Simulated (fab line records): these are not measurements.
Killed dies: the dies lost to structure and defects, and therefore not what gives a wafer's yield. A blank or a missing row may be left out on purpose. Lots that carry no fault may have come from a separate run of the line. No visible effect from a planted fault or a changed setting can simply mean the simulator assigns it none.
The tool behind it: which one?    flow sky130    11 lots, 33 wafers sampled, at 2 steps of a route of 708

== WHAT THE GAUGES SHOWED, per wafer ==
SKY_VT_ADJUST_HVTP_CD_MEAS_07: the cd target is 380 nm.
lot   measured      on         cd nm (nm)
L778  day 6 05:23   cd sem-01  381.1 382.2 381.3
L779  day 6 07:34   cd sem-02  372.7 374.1 373.8
L781  day 6 23:02   cd sem-02  382.7 383.5 388.2
L782  day 7 04:29   cd sem-02  378.1 378.6 380.9
L785  day 7 23:50   cd sem-02  379.7 380.4 379.1
L786  day 8 05:53   cd sem-01  384.0 383.7 383.3
L788  day 8 17:02   cd sem-01  379.1 380.8 379.2
L791  day 9 11:38   cd sem-01  - - -
L799  day 11 10:31  cd sem-01  379.7 378.9 380.1
L800  day 11 18:17  cd sem-02  381.0 378.4 376.8
L801  day 12 02:13  cd sem-02  378.8 377.9 376.5

== WHAT TOOL EACH LOT RAN ON (gives the tool, then ch and the chambers of the sampled wafers, and finally the start) ==
lot   SKY_VT_ADJUST_HVTP_EXPOSE_04
L778  iline stepper-01 ch 0, day 5 20:52
L779  iline stepper-02 ch 0, day 5 22:44
L781  iline stepper-02 ch 0, day 6 14:01
L782  iline stepper-01 ch 0, day 6 19:16
L785  iline stepper-01 ch 0, day 7 14:05
L786  iline stepper-02 ch 0, day 7 20:07
L788  iline stepper-01 ch 0, day 8 07:25
L791  iline stepper-01 ch 0, day 9 01:44
L799  iline stepper-02 ch 0, day 10 23:49
L800  iline stepper-02 ch 0, day 11 06:49
L801  iline stepper-01 ch 0, day 11 13:31
- SKY_VT_ADJUST_HVTP_EXPOSE_04: exposes mask HVTPM, target cd 380 nm.

== THE ANSWER, worked out from the rows above alone ==
Rule: what is usual is taken from the lots themselves. Put in order of their means at a reading, lots are off if they are a third of the lots or fewer, leave a main group of 4 or more, and stand apart from it by a gap of 3 or more times the standard deviation of the main group's means; of several such gaps the widest counts. The tables above print the reading to a certain number of digits; a main group whose means all agree to those digits is not used. A lot without any number at a reading at which 4 lots or more have one is off too. Any other lot the step has rows for is counted as sound.
Off: L791 (SKY_VT_ADJUST_HVTP_CD_MEAS_07, cd nm). Without a number there: L791. Main group: mean 379.8 nm, sd 3.
A tool fits if, at a process step before that reading, it ran every lot that is off, and no sound lot after the first of them. Gauges at SKY_VT_ADJUST_HVTP_CD_MEAS_07: tried the same way as those tools. Not one of the candidates tried fits.

== WHAT HAD BEEN PUT IN BY THE SIMULATOR ==
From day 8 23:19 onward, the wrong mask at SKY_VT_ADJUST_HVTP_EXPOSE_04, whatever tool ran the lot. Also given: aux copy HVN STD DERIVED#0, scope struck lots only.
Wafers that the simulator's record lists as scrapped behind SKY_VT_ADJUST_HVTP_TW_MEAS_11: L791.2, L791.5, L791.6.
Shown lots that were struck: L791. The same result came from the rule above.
